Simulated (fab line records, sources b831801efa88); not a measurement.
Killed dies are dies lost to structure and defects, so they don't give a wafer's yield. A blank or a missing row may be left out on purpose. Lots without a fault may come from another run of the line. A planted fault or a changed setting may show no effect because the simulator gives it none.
A struck lot beside a sound one | flow gf180mcu | 24 steps out of a route of 602
Sound: wafers L155.2, L155.3, L155.4. Struck: wafer L163.3. (L163.1, L163.5 of the same lot were not struck and are left out.) The cause comes at the end.
At each step with rows: each side's tool, then ch and its chambers, then its first start. Under that, the readings that differ: sound wafers | struck wafers | difference of the means | sigmas: that difference in standard deviations of wafers without a fault.
alike: readings whose means differ by less than 2 such deviations, and words and numbers that are the same on both sides. not compared: withheld readings, readings that some wafer has no value for, bounds like >300 that may hide the same value, and numbers for which the record gives no deviation and whose values overlap.
The two part at a step that has a row with sigmas, a row that says differs or no value, or rows on one side only. Numbers that don't overlap but have no deviation are shown without sigmas and don't part them. A reading that every wafer of one side lacks parts them only if that side has two wafers or more.

first, 4 steps without rows for these wafers: GF_TOP_METAL_SOFTBAKE_10 (time 60 s); GF_TOP_METAL_EXPOSE_11 (exposes mask MetalTop, target cd 440 nm); GF_TOP_METAL_PEB_12; GF_TOP_METAL_DEVELOP_13 (develop time 60 s).
GF_TOP_METAL_CD_MEAS_14: target cd 440 nm.
  sound on cd_sem-02, day 29 06:37; struck on cd_sem-01, day 31 14:51
  alike: cd_nm
GF_TOP_METAL_OVL_MEAS_15:
  sound on overlay-02, day 29 06:43; struck on overlay-02, day 31 14:58
  alike: TOP_METAL_OVL
GF_TOP_METAL_METAL_ETCH_16: etches the open film in Cl2/BCl3, stops on SiO2, target depth 1077.5 nm, time 179.6 s.
  sound on rie_metal-04 ch 0,1, day 29 06:44; struck on rie_metal-02 ch 0, day 31 15:01
  alike: bias_w, drypump_motor_current_A, oes_product_au, throttle_valve_pct
  not compared: rf_hours_counter_h
GF_TOP_METAL_STRIP_17: strips in O2/N2.
  sound on plasma_asher-01 ch 0,1, day 29 06:55; struck on plasma_asher-02 ch 0, day 31 15:11
  alike: drypump_motor_current_A, heater_power_w, n2_flow_sccm, oes_product_au, strip_time_to_endpoint_s
  not compared: rf_hours_counter_h
then, 2 steps without rows for these wafers: GF_TOP_METAL_STRIP_18 (strips in post etch residue remover, time 1200 s); GF_TOP_METAL_CLEAN_19 (cleans in DIW).
GF_PASSIVATION_CVD_00: deposits SiO2 from TEOS, target thk 1000 nm, time 111.95 s.
  sound on pecvd-02 ch 0,1,2, day 29 07:29; struck on pecvd-01 ch 0, day 31 15:43
  alike: heater_power_w
GF_PASSIVATION_THK_MEAS_01:
  sound on film_metro-01, day 29 07:34; struck on film_metro-01, day 31 15:48
  alike: PASSIVATION_CVD_00_THK
GF_PASSIVATION_CVD_02: deposits Si3N4, target thk 700 nm, time 486.18 s.
  sound on pecvd-04 ch 0,1, day 29 07:37; struck on pecvd-04 ch 0, day 31 15:52
  reading                                       | sound             | struck | difference | sigmas
  model.Si3N4_of_PASSIVATION_CVD_02.thk_nm (nm) | 691.2 687.9 707.2 | 325.6  | -369.8     |
  alike: heater_power_w
GF_PASSIVATION_THK_MEAS_03:
  sound on film_metro-01, day 29 07:55; struck on film_metro-01, day 31 16:08
  reading                     | sound       | struck | difference | sigmas
  PASSIVATION_CVD_02_THK (nm) | 691 688 707 | 325    | -370       | -39
then, 7 steps without rows for these wafers: GF_PASSIVATION_DEHYDRATE_04 (time 60 s); GF_PASSIVATION_HMDS_05 (prime time 60 s); GF_PASSIVATION_COAT_06 (resist thk 4000 nm); GF_PASSIVATION_SOFTBAKE_07; GF_PASSIVATION_EXPOSE_08 (exposes mask Pad, target cd 40000 nm); GF_PASSIVATION_PEB_09; GF_PASSIVATION_DEVELOP_10 (develop time 60 s).
GF_PASSIVATION_ETCH_11: etches the open film in CF4/O2, stops on TiN, target depth 1800 nm, time 400 s.
  sound on rie_diel-03 ch 0,1,3, day 30 02:46; struck on rie_diel-02 ch 3, day 32 08:19
  reading                                 | sound             | struck | difference | sigmas
  bias_w (W)                              | 150.7 150.0 150.3 | 151.3  | +1.0       | +2
  oes_product_au (a.u.)                   | 0.959 0.966 0.969 | 0.823  | -0.142     | -17
  rf_hours_counter_h (h)                  | 27 9 3            | 0      | -13        |
  throttle_valve_pct (%)                  | 5.968 5.956 5.969 | 5.904  | -0.060     | -7
  model.etch.depth_nm (nm)                | 1696 1677 1724    | 1307   | -392       |
  model.PASSIVATION.feature_depth_nm (nm) | 1696 1677 1724    | 1307   | -392       |
  alike: drypump_motor_current_A
GF_PASSIVATION_STRIP_12: strips in O2/N2.
  sound on plasma_asher-04 ch 0,1, day 30 03:01; struck on plasma_asher-01 ch 0, day 32 08:34
  reading            | sound       | struck | difference | sigmas
  heater_power_w (W) | 326 332 332 | 387    | +57        | +4
  alike: drypump_motor_current_A, n2_flow_sccm, oes_product_au, strip_time_to_endpoint_s
  not compared: rf_hours_counter_h
then, 1 step without rows for these wafers: GF_PASSIVATION_PROBE_99.

WHERE THEY PART
First at GF_PASSIVATION_THK_MEAS_03; last, within this record, at GF_PASSIVATION_STRIP_12.

WHY: what the simulator had put in
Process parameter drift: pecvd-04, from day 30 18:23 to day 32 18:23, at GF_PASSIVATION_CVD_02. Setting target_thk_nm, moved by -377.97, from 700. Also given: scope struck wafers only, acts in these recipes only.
